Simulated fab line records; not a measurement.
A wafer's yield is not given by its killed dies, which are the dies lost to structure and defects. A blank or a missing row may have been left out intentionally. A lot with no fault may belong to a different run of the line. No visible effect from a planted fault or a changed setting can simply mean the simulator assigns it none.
Struck lot and sound lot, side by side + flow sky130 + 14 out of 708 route steps
Sound: wafers L319.1, L319.2, L319.4. The struck wafers were L329.2, L329.4, L329.5. At the end, the cause is stated.
Each step with rows lists, per side, the tool, then ch with its chambers, then its first start. Under that, the readings that differ: sound wafers + struck wafers + difference of the means + sigmas: that difference in standard deviations of wafers without a fault.
alike: same words and numbers on both sides, and readings whose means sit less than 2 such deviations apart. not compared: any withheld reading, any reading some wafer has no value for, any bound like >300 that may hide the same value, and any number with overlapping values for which the record gives no deviation.
Wherever a step has rows on one side only, a row that says differs or no value, or a row with sigmas, the two part there. Non-overlapping numbers with no deviation appear without sigmas and do not part them. A reading missing from all wafers of one side parts the sides only when that side holds two or more wafers.

first, 6 steps without rows for these wafers: SKY_METAL5_HMDS_08 (prime time 60 s); SKY_METAL5_COAT_09 (resist thk 1800 nm); SKY_METAL5_SOFTBAKE_10 (time 60 s); SKY_METAL5_EXPOSE_11 (exposes mask MM5, target cd 1600 nm); SKY_METAL5_PEB_12; SKY_METAL5_DEVELOP_13 (develop time 60 s).
SKY_METAL5_DESCUM_14: chemistry O2, time 11 s.
  sound on rie-metal-01 ch 0,1, day 44 13:25; struck on rie-metal-01 ch 0,1, day 47 02:23
  alike: drypump-motor-current-A, oes-product-au
  not compared: rf-hours-counter-h
SKY_METAL5_METAL_ETCH_15: etches the open film in Cl2/BCl3, stops on SiO2, target depth 1260 nm, time 252 s.
  sound on rie-metal-01 ch 0,1, day 44 13:27; struck on rie-metal-01 ch 0,1, day 47 02:26
  alike: drypump-motor-current-A, oes-product-au, throttle-valve-pct
  not compared: rf-hours-counter-h
SKY_METAL5_STRIP_16: strips in O2/N2.
  sound on plasma-asher-01 ch 0,1, day 44 13:41; struck on plasma-asher-01 ch 0,1, day 47 02:40
  alike: drypump-motor-current-A, oes-product-au, strip-time-to-endpoint-s
  not compared: rf-hours-counter-h
then, 3 steps without rows for these wafers: SKY_METAL5_STRIP_17 (strips in post etch residue remover, time 1200 s); SKY_METAL5_CLEAN_18 (cleans in IPA, time 180 s); SKY_METAL5_CLEAN_19 (cleans in O3/DIW).
SKY_PASSIVATION_CVD_00: deposits SiO2, target thk 90 nm.
  sound on pecvd-03 ch 0,1,2, day 44 14:37; struck on pecvd-04 ch 0,2, day 47 03:15
  no value came back on the struck wafers for heater-power-outer-w (W), heater-power-w (W); on the sound wafers heater-power-outer-w (W) reads 479 445 316
then, 1 step without rows for these wafers: SKY_PAD_OPEN_PROBE_99.

## WHERE THEY PART
At SKY_PASSIVATION_CVD_00 and nowhere else, as far as this record goes.

WHY: what the simulator had put in
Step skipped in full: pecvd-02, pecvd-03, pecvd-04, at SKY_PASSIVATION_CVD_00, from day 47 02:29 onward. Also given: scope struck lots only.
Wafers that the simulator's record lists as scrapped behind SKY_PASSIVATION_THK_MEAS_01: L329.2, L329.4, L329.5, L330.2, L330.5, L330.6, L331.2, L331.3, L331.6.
